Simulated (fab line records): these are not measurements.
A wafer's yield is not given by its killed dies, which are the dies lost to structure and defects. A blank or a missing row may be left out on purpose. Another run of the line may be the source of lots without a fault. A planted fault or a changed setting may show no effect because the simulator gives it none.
Matching of chambers :: flow gf180mcu :: 3 sister chambers for GF_V2_CVD_02 on pecvd-04
The step deposits SiO2 from TEOS, target thk 850 nm, time 94.851 s. 14 wafers are shown with their chamber, then 7 later ones without.

## WAFERS WITH THEIR CHAMBER
wafer: L559.1
chamber: 2
heater power w (W): 530

wafer: L559.5
chamber: 2
heater power w (W): 582

wafer: L559.6
chamber: 0
heater power w (W): 670

wafer: L561.2
chamber: 0
heater power w (W): 557

wafer: L561.3
chamber: 1
heater power w (W): 550

wafer: L561.4
chamber: 0
heater power w (W): 629

wafer: L564.1
chamber: 0
heater power w (W): 658

wafer: L564.5
chamber: 2
heater power w (W): 508

wafer: L564.6
chamber: 0
heater power w (W): 527

wafer: L566.1
chamber: 0
heater power w (W): 626

wafer: L566.3
chamber: 1
heater power w (W): 606

wafer: L566.6
chamber: 1
heater power w (W): 643

wafer: L570.2
chamber: 0
heater power w (W): 558

wafer: L570.4
chamber: 0
heater power w (W): 604

SIGNATURES (averages over the wafers above)
reading: heater power w
chamber 0: 603.62
chamber 1: 599.67
chamber 2: 540.00
scatter within a chamber: 48.5
Rule: for a wafer and a chamber, the distance is found by dividing, reading by reading, the gap between the wafer's reading and the chamber's mean by the reading's scatter, squaring, summing and taking the root. If the next closest chamber is less than 2 further off than the closest, the wafer can't be placed; otherwise it belongs to the closest. The scatter: take each reading less its chamber's mean, square it, sum over the shown wafers, divide by the number of wafers less the number of chambers, and take the root.

## WAFERS WITH NO CHAMBER GIVEN
wafer: L570.5
heater power w (W): 651

wafer: L571.2
heater power w (W): 601

wafer: L571.5
heater power w (W): 591

wafer: L571.6
heater power w (W): 635

wafer: L572.1
heater power w (W): 657

wafer: L572.3
heater power w (W): 528

wafer: L572.5
heater power w (W): 565

## WHICH CHAMBER EACH WENT THROUGH
wafer: L570.5
from the rows above: can't be placed: 0 or 1 or 2
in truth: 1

wafer: L571.2
from the rows above: can't be placed: 1 or 0 or 2
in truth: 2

wafer: L571.5
from the rows above: can't be placed: 1 or 0 or 2
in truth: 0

wafer: L571.6
from the rows above: can't be placed: 0 or 1 or 2
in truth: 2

wafer: L572.1
from the rows above: can't be placed: 0 or 1 or 2
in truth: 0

wafer: L572.3
from the rows above: can't be placed: 2 or 1 or 0
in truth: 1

wafer: L572.5
from the rows above: can't be placed: 2 or 1 or 0
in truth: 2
Correctly placed: 0 of 7. Unplaceable from these rows: 7, with the true chamber sitting among the candidates in 7. 0 placed wrongly.
